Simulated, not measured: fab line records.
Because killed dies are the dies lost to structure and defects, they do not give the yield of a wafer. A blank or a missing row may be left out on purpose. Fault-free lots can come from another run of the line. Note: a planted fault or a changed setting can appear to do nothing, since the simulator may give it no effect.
Problem report in the 8D (eight disciplines) form, filled by code :: flow sky130 :: the parts of the form that need people (team, actions taken, sign-off) are left out

## 1. PROBLEM STATEMENT
Wafers without a fault read 3000.0 rpm, standard deviation 2; spin speed rpm at SKY_VT_ADJUST_LVTN_COAT_13 reads a mean of 3060.2 rpm on 6 wafers belonging to 2 lots. Relative to the usual mean, that is a shift of +30 standard deviations.
The step: resist thk 1140 nm.
First seen on wafer L431.4, day 9 19:17, on litho track-04. Wafers with a number at this step in the record: 36, from 12 lots. Rule for "out", or "out of limits": more than 4 standard deviations from the usual mean. The other wafers with a number count as sound.

## 2. WHAT THIS IS AND IS NOT
question: which readings at this step
is: spin speed rpm
is not: -

question: which lots
is: L431, L432
is not: L425, L426, L430, L436, L437, L439, L440, L442, L444, L445

question: which wafers of those lots
is: all that have a number
is not: -

question: read on which tools
is: litho track-04
is not: litho track-01, litho track-03

question: when
is: from day 9 19:17
is not: up to then (9 sound wafers); but 21 sound wafers of L436, L437, L439, L440, L442, L444, L445 came after

## 3. WHAT RULES OUT EACH SUSPECT
Counting: any tool at a process step up to the reading is kept as a suspect provided that every lot that is out went through it and no sound lot did after the first of them.
- litho track-04 at SKY_VT_ADJUST_LVTN_COAT_13 (resist thk 1140 nm): ruled out as a lasting fault. Sound lots L442, L444, L445 ran on it after its first lot that is out, L431 (day 9 19:17).
Left after counting: nothing in the record.

## 4. THE CAUSE (what the simulator had put in)
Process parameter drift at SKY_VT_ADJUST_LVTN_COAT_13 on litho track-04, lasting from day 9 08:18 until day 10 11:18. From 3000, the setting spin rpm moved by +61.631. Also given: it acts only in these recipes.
Counting ruled it out, wrongly.

## 5. THE EFFECT CHAIN, in route order
One row per reading whose mean, taken over the struck wafers that have a number, lies over 3 standard deviations from the usual. Only readings for which the record gives a usual standard deviation are gone through. hours: the time from each lot's start at the first step in this table that gives one to its start at this step, as a median over the lots. sigmas: the change in usual standard deviations.
hours: 0
step: SKY_VT_ADJUST_LVTN_COAT_13
reading: spin speed rpm
usual: 3000.0 rpm
on struck wafers: 3060.2
change: +60.2
sigmas: +30

hours: 11
step: SKY_VT_ADJUST_LVTN_STRIP_20
reading: strip time to endpoint s
usual: 14.19 s
on struck wafers: 14.04
change: -0.15
sigmas: -4.1
Here are the process steps it includes:
- SKY_VT_ADJUST_LVTN_COAT_13: resist thk 1140 nm.
- SKY_VT_ADJUST_LVTN_STRIP_20: strips in O2/N2.
Later measuring or inspecting steps at which every struck wafer that the step has a row for has a number for every such reading, and none has moved that far: SKY_VT_ADJUST_NCORE_CD_MEAS_07.

## 6. WHAT WOULD HAVE CAUGHT IT SOONER
In this record no reading fell out of limits until day 9 19:17, 11 hours after the fault had begun at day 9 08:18.
